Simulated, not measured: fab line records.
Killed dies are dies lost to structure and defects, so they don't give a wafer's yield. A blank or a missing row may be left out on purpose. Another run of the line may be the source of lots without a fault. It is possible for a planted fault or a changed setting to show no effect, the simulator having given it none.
Which tool is to blame? ; flow sky130 ; 17 wafers from 6 lots sampled at 2 of the route's 708 steps

WHAT THE GAUGES READ, wafer by wafer
SKY_POLY_CUT_CD_MEAS_08 targets a cd of 270 nm.
lot;measured;on;cd_nm (nm)
L252;day 24 17:53;cd_sem-01;269.1 269.5 270.0
L254;day 25 17:25;cd_sem-02;270.9 271.7 271.2
L256;day 26 01:36;cd_sem-01;267.5 267.8 268.5
L258;day 26 18:08;cd_sem-01;270.6 269.8 270.0
L264;day 29 00:53;cd_sem-02;268.6 264.8
L272;day 31 05:17;cd_sem-01;270.4 272.4 271.8

WHAT TOOL EACH LOT RAN ON (gives the tool, then ch and the chambers of the sampled wafers, and finally the start)
lot;SKY_POLY_CUT_EXPOSE_05
L252;krf_scanner-02 ch 0, day 24 02:46
L254;krf_scanner-01 ch 0, day 25 03:37
L256;krf_scanner-02 ch 0, day 25 10:44
L258;krf_scanner-02 ch 0, day 26 04:28
L264;krf_scanner-01 ch 0, day 28 10:30
L272;krf_scanner-02 ch 0, day 30 15:06
- SKY_POLY_CUT_EXPOSE_05: exposes mask NPCM, target cd 270 nm.

THE ANSWER, worked out from the rows above alone
Rule: the usual values come from the lots themselves. Put in order of their means at a reading, lots are off if they are a third of the lots or fewer, leave a main group of 4 or more, and stand apart from it by a gap of 3 or more times the standard deviation of the main group's means; of several such gaps the widest counts. A main group is skipped when, at the precision printed for the reading in the tables above, its means are all equal. Also off: a lot with no number at a reading for which 4 or more lots have one. All remaining lots with rows at the step are treated as sound.
No lot is off on any of the readings shown, so nothing can be concluded from this.

WHAT HAD BEEN PUT IN BY THE SIMULATOR
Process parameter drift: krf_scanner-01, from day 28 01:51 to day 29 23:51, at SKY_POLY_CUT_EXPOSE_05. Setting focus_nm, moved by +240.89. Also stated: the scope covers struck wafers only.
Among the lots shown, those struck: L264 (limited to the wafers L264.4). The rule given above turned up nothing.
